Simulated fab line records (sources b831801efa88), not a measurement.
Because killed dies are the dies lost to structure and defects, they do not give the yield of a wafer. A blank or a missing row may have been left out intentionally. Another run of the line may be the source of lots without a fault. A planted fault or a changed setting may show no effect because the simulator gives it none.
2 desks, one fault	flow sky130	what lay behind the numbers comes last; until then each desk has only its own

== THE TOOL OWNER'S DESK: krf scanner-02 ==
The tool's own readings at SKY_VIA3_EXPOSE_09 (exposes mask VIM3, target cd 200 nm): means of the sampled wafers that have a number, for each lot that ran on this tool. Any lot whose mean is over 4 standard deviations away from the usual mean is out of limits and marked OUT; that distance is given in the brackets.
Columns: A = exposure dose mJ cm2 at SKY_VIA3_EXPOSE_09, usual 37.90; B = focus offset nm at SKY_VIA3_EXPOSE_09, usual 0.0 nm
lot	first seen here	A	B
L912	day 39 15:51	37.93	-0.2
L915	day 40 13:52	37.94	0.6
L919	day 41 06:48	37.92	0.3
L921	day 41 22:19	37.91	-0.5
L924	day 42 21:17	39.64 (+53) OUT	0.0
L927	day 43 09:08	41.08 (+96) OUT	-0.3
Finding of this desk: L924, L927 out of limits; the first was L924 at day 42 21:17, on exposure dose mJ cm2 at SKY_VIA3_EXPOSE_09. L912, L915, L919, L921 stayed within limits.

== THE METROLOGY DESK ==
Lot by lot, what the gauges showed, no matter which tool ran the lot: averages of those sampled wafers that carry a number. Any lot whose mean is over 4 standard deviations away from the usual mean is out of limits and marked OUT; that distance is given in the brackets.
Columns: A = cd nm at SKY_VIA2_CD_MEAS_12, usual 200.1 nm; B = VIA3_BOW at SKY_VIA3_BOW_MEAS_03, usual 79 um; C = cd nm at SKY_VIA3_CD_MEAS_12, usual 199.9 nm
lot	first seen here	A	B	C
L912	day 36 21:44	201.0	86	200.3
L914	day 37 11:43	199.9	80	202.0
L913	day 37 16:47	201.2	91	199.9
L915	day 37 21:03	198.1	80	200.5
L919	day 38 15:02	199.7	87	200.5
L921	day 39 05:05	199.4	69	199.3
L924	day 40 05:06	201.1	79	166.6 (-30) OUT
L927	day 40 17:42	198.6	79	172.0 (-25) OUT
L930	day 41 19:15	198.4	81	199.2
L933	day 42 11:22	200.2	78	199.7
L934	day 42 16:08	201.2	75	200.5
Finding of this desk: L924, L927 out of limits; the first was L924 at day 43 08:17, on cd nm at SKY_VIA3_CD_MEAS_12. L912, L914, L913, L915, L919, L921, L930, L933, L934 stayed within limits.

== TAKEN TOGETHER ==
The tool owner's desk could have raised an alarm at day 42 21:17, on L924, L927.
Metrology desk: alarm possible at day 43 08:17 on L924, L927.
SKY_VIA3_EXPOSE_09 was run on krf scanner-02 by each of the lots named.

== WHAT THE SIMULATOR PUT IN ==
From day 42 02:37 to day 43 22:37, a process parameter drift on krf scanner-02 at SKY_VIA3_EXPOSE_09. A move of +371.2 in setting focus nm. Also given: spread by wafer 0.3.
Struck lots among those shown: L924, L927.
Hours from the fault's start to each desk's first reading out of limits: the tool owner's desk, 19; the metrology desk, 30.
